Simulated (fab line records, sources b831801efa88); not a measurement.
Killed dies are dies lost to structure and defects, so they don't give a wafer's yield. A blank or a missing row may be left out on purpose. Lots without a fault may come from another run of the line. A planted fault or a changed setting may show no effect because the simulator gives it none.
Which tool did it? | flow gf180mcu | 14 lots, 42 wafers sampled, at 2 steps of a route of 602

WHAT THE GAUGES READ, wafer by wafer
GF_M1_CD_MEAS_14: target cd 230 nm.
lot  | measured     | on        | cd_nm (nm)
L904 | day 17 04:35 | cd_sem-02 | 230.7 230.2 228.8
L905 | day 17 21:51 | cd_sem-01 | 230.8 228.0 228.7
L907 | day 18 19:28 | cd_sem-01 | 231.2 230.7 230.1
L908 | day 18 17:13 | cd_sem-02 | 230.2 231.6 230.6
L909 | day 19 04:14 | cd_sem-02 | 229.2 230.7 229.8
L910 | day 19 17:08 | cd_sem-02 | 229.7 230.2 229.6
L912 | day 20 16:56 | cd_sem-01 | 229.7 229.8 230.7
L913 | day 20 12:28 | cd_sem-01 | 229.3 229.0 228.7
L914 | day 21 02:10 | cd_sem-02 | 230.9 230.3 229.3
L915 | day 21 09:31 | cd_sem-01 | 230.1 231.3 231.0
L916 | day 21 11:25 | cd_sem-02 | 228.8 228.3 228.7
L917 | day 21 21:49 | cd_sem-01 | 228.0 229.3 229.2
L921 | day 22 23:23 | cd_sem-02 | 230.4 231.1 230.7
L922 | day 23 12:01 | cd_sem-01 | 230.9 230.8 232.3

WHICH TOOL RAN EACH LOT (tool, then ch and the chambers of the sampled wafers, then the start)
lot  | GF_DUAL_GATE_OXIDATION_15
L904 | furnace-02 ch 0, day 8 11:28
L905 | furnace-02 ch 0, day 8 18:34
L907 | furnace-01 ch 0, day 9 13:45
L908 | furnace-01 ch 0, day 9 13:45
L909 | furnace-01 ch 0, day 9 20:46
L910 | furnace-01 ch 0, day 10 07:50
L912 | furnace-01 ch 0, day 11 01:39
L913 | furnace-01 ch 0, day 11 01:39
L914 | furnace-01 ch 0, day 11 09:52
L915 | furnace-02 ch 0, day 11 17:08
L916 | furnace-01 ch 0, day 11 17:38
L917 | furnace-01 ch 0, day 12 03:08
L921 | furnace-01 ch 0, day 12 22:50
L922 | furnace-01 ch 0, day 13 11:35
- GF_DUAL_GATE_OXIDATION_15: stabilise 600 s, purge 300 s, target thk 7.098 nm.

WHAT THE TOOLS THEMSELVES READ (means of the sampled wafers that have a number; where no wafer has one, the mark that the record gives instead)
GF_DUAL_GATE_OXIDATION_15.
lot  | tool       | spike_tc_centre_C (C) | spike_tc_upper_C (C) | zone_power_lower_pct (%) | zone_power_top_pct (%) | zone_power_upper_pct (%)
L904 | furnace-02 | 850.2                 | 850.3                | 14.89                    | 31.5                   | 17.2
L905 | furnace-02 | 850.5                 | 850.8                | 14.91                    | 31.4                   | 17.1
L907 | furnace-01 | 850.4                 | 850.7                | 14.66                    | 31.1                   | 15.3
L908 | furnace-01 | 849.7                 | 851.1                | 14.45                    | 31.0                   | 15.5
L909 | furnace-01 | 851.1                 | 849.8                | 14.57                    | 31.0                   | 15.4
L910 | furnace-01 | 850.0                 | 849.5                | 14.50                    | 30.9                   | 15.5
L912 | furnace-01 | 851.1                 | 849.1                | 14.55                    | 30.8                   | 15.3
L913 | furnace-01 | 851.0                 | 850.5                | 14.66                    | 30.6                   | 15.3
L914 | furnace-01 | 850.2                 | 849.9                | 14.48                    | 30.8                   | 15.3
L915 | furnace-02 | 850.4                 | 850.7                | 14.81                    | 31.1                   | 17.2
L916 | furnace-01 | 851.1                 | 850.1                | 14.57                    | 30.9                   | 15.4
L917 | furnace-01 | 850.8                 | 850.0                | 14.51                    | 30.7                   | 15.5
L921 | furnace-01 | 855.6                 | 811.5                | 14.01                    | 38.5                   | 2.0
L922 | furnace-01 | 855.5                 | 811.1                | 13.86                    | 38.5                   | 2.0

THE ANSWER, worked out from the rows above alone
Rule: what is usual is taken from the lots themselves. Put in order of their means at a reading, lots are off if they are a third of the lots or fewer, leave a main group of 4 or more, and stand apart from it by a gap of 3 or more times the standard deviation of the main group's means; of several such gaps the widest counts. A main group whose means are all the same, to the digits that the tables above print for the reading, isn't used. A lot without any number at a reading at which 4 lots or more have one is off too. The other lots that the step has rows for count as sound. The gauges are gone through in route order, then the tools' own readings, and for those a lot's mean is taken as printed above. The first step at which some lot is off is used, and at that step the reading that is off furthest; a lot without a number counts as furthest.
Off: L921, L922, at GF_DUAL_GATE_OXIDATION_15 (spike_tc_upper_C). The main group: mean 850.2 C, standard deviation 0.56.
A tool fits if, at that step or a process step before it, it ran every lot that is off, and no sound lot after the first of them. One fits: furnace-01 at GF_DUAL_GATE_OXIDATION_15. Its last sound lot is L917 (day 12 03:08), its first lot that is off L921 (day 12 22:50): a fault that began between those two fits.
The tool's own readings at GF_DUAL_GATE_OXIDATION_15 bear it out: on the lots that are off they differ by more than 5 times the standard deviation of the sound lots' means. spike_tc_centre_C reads 855.5 C there against 850.5 C on the sound lots; spike_tc_upper_C reads 811.3 C there against 850.2 C on the sound lots; zone_power_top_pct reads 38.5 % there against 31.0 % on the sound lots; zone_power_upper_pct reads 2.0 % there against 15.8 % on the sound lots.

WHAT THE SIMULATOR HAD PUT IN
Process parameter drift: furnace-01, from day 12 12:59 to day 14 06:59, at GF_DUAL_GATE_OXIDATION_15. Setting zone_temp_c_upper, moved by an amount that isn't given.
Lots struck among those shown: L921, L922. The rule above found the same.
